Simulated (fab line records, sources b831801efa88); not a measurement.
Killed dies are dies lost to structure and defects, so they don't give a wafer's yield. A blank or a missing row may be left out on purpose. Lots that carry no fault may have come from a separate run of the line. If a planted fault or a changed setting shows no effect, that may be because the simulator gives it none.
Which tool is to blame? / flow sky130 / 12 lots with 36 wafers sampled at 2 steps, on a route of 708 steps

## WHAT THE GAUGES SHOWED, per wafer
SKY_METAL1_RS_MEAS_05: measurement is done with a four-point probe.
lot=L075; measured=day 31 21:32; on=film metro-03; METAL1_ALCU_RS (ohm/sq)=0.1277 0.1249 0.1251
lot=L077; measured=day 33 08:08; on=film metro-01; METAL1_ALCU_RS (ohm/sq)=0.1246 0.1227 0.1245
lot=L080; measured=day 34 00:55; on=film metro-03; METAL1_ALCU_RS (ohm/sq)=0.1276 0.1284 0.1285
lot=L081; measured=day 34 04:53; on=film metro-02; METAL1_ALCU_RS (ohm/sq)=0.1288 0.1283 0.1283
lot=L083; measured=day 34 17:11; on=film metro-02; METAL1_ALCU_RS (ohm/sq)=0.1279 0.1271 0.1266
lot=L084; measured=day 35 12:05; on=film metro-03; METAL1_ALCU_RS (ohm/sq)=0.1280 0.1287 0.1283
lot=L087; measured=day 35 22:07; on=film metro-03; METAL1_ALCU_RS (ohm/sq)=0.1263 0.1263 0.1268
lot=L089; measured=day 36 16:07; on=film metro-02; METAL1_ALCU_RS (ohm/sq)=0.1294 0.1276 0.1272
lot=L091; measured=day 37 03:17; on=film metro-03; METAL1_ALCU_RS (ohm/sq)=0.1312 0.1288 0.1301
lot=L093; measured=day 37 15:38; on=film metro-01; METAL1_ALCU_RS (ohm/sq)=0.1286 0.1288 0.1269
lot=L095; measured=day 38 04:32; on=film metro-02; METAL1_ALCU_RS (ohm/sq)=0.1285 0.1271 0.1276
lot=L097; measured=day 39 04:47; on=film metro-01; METAL1_ALCU_RS (ohm/sq)=0.1254 0.1268 0.1259

## TOOL THAT RAN EACH LOT (tool first, then ch and the chambers of the sampled wafers, then the start)
lot=L075; SKY_METAL1_SPUTTER_00=pvd sputter-02, day 31 21:23
lot=L077; SKY_METAL1_SPUTTER_00=pvd sputter-02, day 33 07:58
lot=L080; SKY_METAL1_SPUTTER_00=pvd sputter-03, day 34 00:47
lot=L081; SKY_METAL1_SPUTTER_00=pvd sputter-04, day 34 04:44
lot=L083; SKY_METAL1_SPUTTER_00=pvd sputter-03, day 34 17:00
lot=L084; SKY_METAL1_SPUTTER_00=pvd sputter-04, day 35 11:56
lot=L087; SKY_METAL1_SPUTTER_00=pvd sputter-04, day 35 21:57
lot=L089; SKY_METAL1_SPUTTER_00=pvd sputter-03, day 36 15:57
lot=L091; SKY_METAL1_SPUTTER_00=pvd sputter-04, day 37 03:09
lot=L093; SKY_METAL1_SPUTTER_00=pvd sputter-02, day 37 15:27
lot=L095; SKY_METAL1_SPUTTER_00=pvd sputter-04, day 38 04:24
lot=L097; SKY_METAL1_SPUTTER_00=pvd sputter-02, day 39 04:39
- SKY_METAL1_SPUTTER_00: material Ti, target thk 15 nm, time 10 s.

## THE ANSWER, worked out from the rows above alone
Rule: what is usual is taken from the lots themselves. Put in order of their means at a reading, lots are off if they are a third of the lots or fewer, leave a main group of 4 or more, and stand apart from it by a gap of 3 or more times the standard deviation of the main group's means; of several such gaps the widest counts. A main group is skipped when, at the precision printed for the reading in the tables above, its means are all equal. A lot without any number at a reading at which 4 lots or more have one is off too. All remaining lots with rows at the step are treated as sound.
Across all readings shown, no lot is off: no conclusion can be drawn from this.

## WHAT THE SIMULATOR HAD INSERTED
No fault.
